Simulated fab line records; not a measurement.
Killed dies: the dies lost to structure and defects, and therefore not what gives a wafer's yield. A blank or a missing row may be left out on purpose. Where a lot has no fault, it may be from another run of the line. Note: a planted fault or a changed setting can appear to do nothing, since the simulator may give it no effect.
Which tool is to blame? | flow gf180mcu | 33 wafers from 11 lots sampled at 5 of the route's 602 steps

WHAT THE GAUGES READ, wafer by wafer
GF_M2_RS_MEAS_05: measurement is done with a four-point probe.
lot  | measured     | on           | M2_ALCU_RS (ohm/sq)
L702 | day 17 21:21 | filmMetro-04 | 0.0697 0.0695 0.0694
L703 | day 18 08:46 | filmMetro-03 | 0.0690 0.0691 0.0687
L704 | day 18 20:33 | filmMetro-01 | 0.0700 0.0696 0.0702
L707 | day 20 04:52 | filmMetro-04 | 0.0694 0.0692 0.0699
L710 | day 21 05:10 | filmMetro-03 | 0.0706 0.0704 0.0695
L717 | day 23 23:13 | filmMetro-04 | 0.0693 0.0700 0.0700
L718 | day 24 05:56 | filmMetro-01 | 0.0696 0.0695 0.0697
L721 | day 25 02:17 | filmMetro-03 | 0.0682 0.0682 0.0689
L723 | day 25 17:48 | filmMetro-04 | 0.0690 0.0703 0.0698
L724 | day 26 02:34 | filmMetro-04 | 0.0687 0.0691 0.0693
L725 | day 26 09:38 | filmMetro-03 | 0.0679 0.0682 0.0689

GF_M2_THK_MEAS_06: measures by xrf.
lot  | measured     | on           | M2_ALCU_THK (nm)
L702 | day 17 21:28 | filmMetro-04 | 452 450 453
L703 | day 18 08:52 | filmMetro-03 | 455 454 460
L704 | day 18 20:40 | filmMetro-01 | 452 459 453
L707 | day 20 04:58 | filmMetro-04 | 452 456 450
L710 | day 21 05:17 | filmMetro-03 | 444 471 451
L717 | day 23 23:19 | filmMetro-04 | 456 452 449
L718 | day 24 06:04 | filmMetro-01 | 460 462 460
L721 | day 25 02:23 | filmMetro-03 | 458 458 454
L723 | day 25 17:53 | filmMetro-04 | 453 448 449
L724 | day 26 02:40 | filmMetro-04 | 458 453 454
L725 | day 26 09:45 | filmMetro-03 | 459 459 452

EACH LOT AND THE TOOL THAT RAN IT (in order: tool; ch and the chambers of the sampled wafers; start)
lot  | GF_V1_ETCH_16                     | GF_M2_SPUTTER_02            | GF_M2_SPUTTER_04
L702 | rieDiel-03 ch 0,2,3, day 17 19:46 | pvdSputter-01, day 17 21:16 | pvdSputter-01, day 17 21:19
L703 | rieDiel-04 ch 1,2,3, day 18 07:10 | pvdSputter-04, day 18 08:39 | pvdSputter-04, day 18 08:42
L704 | rieDiel-03 ch 1,2,3, day 18 18:58 | pvdSputter-04, day 18 20:28 | pvdSputter-04, day 18 20:31
L707 | rieDiel-02 ch 0,2,3, day 20 03:16 | pvdSputter-04, day 20 04:45 | pvdSputter-04, day 20 04:48
L710 | rieDiel-04 ch 1,2,3, day 21 03:34 | pvdSputter-04, day 21 05:03 | pvdSputter-04, day 21 05:07
L717 | rieDiel-03 ch 0,1,2, day 23 21:37 | pvdSputter-01, day 23 23:06 | pvdSputter-01, day 23 23:09
L718 | rieDiel-03 ch 0,2,3, day 24 04:22 | pvdSputter-01, day 24 05:51 | pvdSputter-01, day 24 05:54
L721 | rieDiel-02 ch 2,3, day 25 00:37   | pvdSputter-02, day 25 02:10 | pvdSputter-02, day 25 02:13
L723 | rieDiel-02 ch 1,2,3, day 25 16:11 | pvdSputter-04, day 25 17:40 | pvdSputter-04, day 25 17:43
L724 | rieDiel-03 ch 1,3, day 26 00:58   | pvdSputter-04, day 26 02:27 | pvdSputter-04, day 26 02:30
L725 | rieDiel-02 ch 1,2, day 26 08:03   | pvdSputter-02, day 26 09:32 | pvdSputter-02, day 26 09:35
- GF_V1_ETCH_16: etches BARC in N2/H2.
- GF_M2_SPUTTER_02: material AlCu, target thk 450 nm, time 23.9 s.
- GF_M2_SPUTTER_04: material TiN, target thk 50 nm, time 41.7 s.

AS READ BY THE TOOLS THEMSELVES (means over the sampled wafers that have a number; for cases with no such wafer, the mark the record gives instead)
GF_V1_ETCH_16.
lot  | tool       | drypumpMotorCurrentA (A) | oesProductAu (a.u.) | throttleValvePct (%)
L702 | rieDiel-03 | 6.1                      | 0.854               | 13.227
L703 | rieDiel-04 | 5.2                      | 0.858               | 13.215
L704 | rieDiel-03 | 6.2                      | 0.860               | 13.227
L707 | rieDiel-02 | 5.6                      | 0.847               | 13.221
L710 | rieDiel-04 | 5.3                      | 0.857               | 13.227
L717 | rieDiel-03 | 5.8                      | 0.859               | 13.225
L718 | rieDiel-03 | 6.1                      | 0.852               | 13.221
L721 | rieDiel-02 | 5.6                      | 0.847               | 13.215
L723 | rieDiel-02 | 5.5                      | 0.854               | 13.228
L724 | rieDiel-03 | 6.5                      | 0.854               | 13.228
L725 | rieDiel-02 | 5.2                      | 0.860               | 13.219

GF_M2_SPUTTER_02.
lot  | tool          | throttleValvePct (%)
L702 | pvdSputter-01 | 29.8
L703 | pvdSputter-04 | 28.8
L704 | pvdSputter-04 | 29.3
L707 | pvdSputter-04 | 29.3
L710 | pvdSputter-04 | 29.4
L717 | pvdSputter-01 | 30.1
L718 | pvdSputter-01 | 30.4
L721 | pvdSputter-02 | 30.4
L723 | pvdSputter-04 | 29.3
L724 | pvdSputter-04 | 29.2
L725 | pvdSputter-02 | 30.0

GF_M2_SPUTTER_04.
lot  | tool          | throttleValvePct (%)
L702 | pvdSputter-01 | 29.7
L703 | pvdSputter-04 | 28.9
L704 | pvdSputter-04 | 29.4
L707 | pvdSputter-04 | 29.2
L710 | pvdSputter-04 | 29.2
L717 | pvdSputter-01 | 30.2
L718 | pvdSputter-01 | 30.5
L721 | pvdSputter-02 | 30.4
L723 | pvdSputter-04 | 29.3
L724 | pvdSputter-04 | 29.2
L725 | pvdSputter-02 | 30.1

THE ANSWER, worked out from the rows above alone
Rule: the usual values come from the lots themselves. The widest of any qualifying gaps counts: lots, ordered by their means at a reading, are off when they make up no more than a third of the lots, leave a main group of 4 or more, and stand apart from it by 3 or more times the standard deviation of that group's means. Not used: any main group whose means are identical at the precision the tables above print for the reading. Also off: a lot with no number at a reading for which 4 or more lots have one. The other lots that the step has rows for count as sound. After the gauges, taken in route order, come the tools' own readings; for these a lot's mean is taken, as printed above. At the first step where some lot is off, the reading lying furthest off is the one used; lots without a number count as furthest.
Nothing can be told from this: no lot is off at any reading shown.

WHAT HAD BEEN PUT IN BY THE SIMULATOR
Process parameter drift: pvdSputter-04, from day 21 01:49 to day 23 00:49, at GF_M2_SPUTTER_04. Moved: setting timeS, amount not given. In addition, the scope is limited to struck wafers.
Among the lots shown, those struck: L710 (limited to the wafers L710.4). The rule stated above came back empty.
